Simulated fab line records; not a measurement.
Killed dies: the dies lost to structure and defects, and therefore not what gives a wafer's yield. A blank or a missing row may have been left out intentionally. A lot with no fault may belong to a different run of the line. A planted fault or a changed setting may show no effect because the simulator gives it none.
Matching of chambers -- flow gf180mcu -- GF_V5_CMP_26 on cmp-02: 4 sister chambers
The step polishes, stops on SiO2, t overpolish 15 s, target thk 0 nm. 4 wafers are shown with their chamber, then 6 later ones without.

## EACH WAFER AND ITS CHAMBER
wafer,chamber,motor-current-A (A)
L660.1,3,9.3
L660.2,0,11.6
L664.3,2,12.9
L664.4,1,10.8

## WAFERS MISSING THEIR CHAMBER
wafer,motor-current-A (A)
L664.6,10.9
L666.1,10.1
L666.2,13.3
L666.4,10.9
L670.1,11.2
L670.4,10.3

## CHAMBER TAKEN BY EACH
wafer,from the rows above,in truth
L664.6,can't be placed: 1 or 0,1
L666.1,can't be placed: 1 or 3 or 0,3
L666.2,2,2
L666.4,can't be placed: 1 or 0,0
L670.1,can't be placed: 1 or 0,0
L670.4,can't be placed: 1 or 3 or 0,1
Placed correctly: 1 of 6. Cannot be placed on the basis of these rows: 5; the candidates contain the true chamber in 5. 0 placed wrongly.
How it was worked out, from the rows above alone: a wafer's distance from a chamber is the root of the sum, over the readings, of the square of ((its reading less the chamber's mean) divided by the reading's scatter). The wafer belongs to the nearest chamber; if the next one is less than 2 further off, it can't be placed. The mean given for a chamber averages the wafers shown for that chamber. The scatter: with one shown wafer a chamber, the root of the mean of the squares of how far each hidden wafer lies from its nearest shown one.
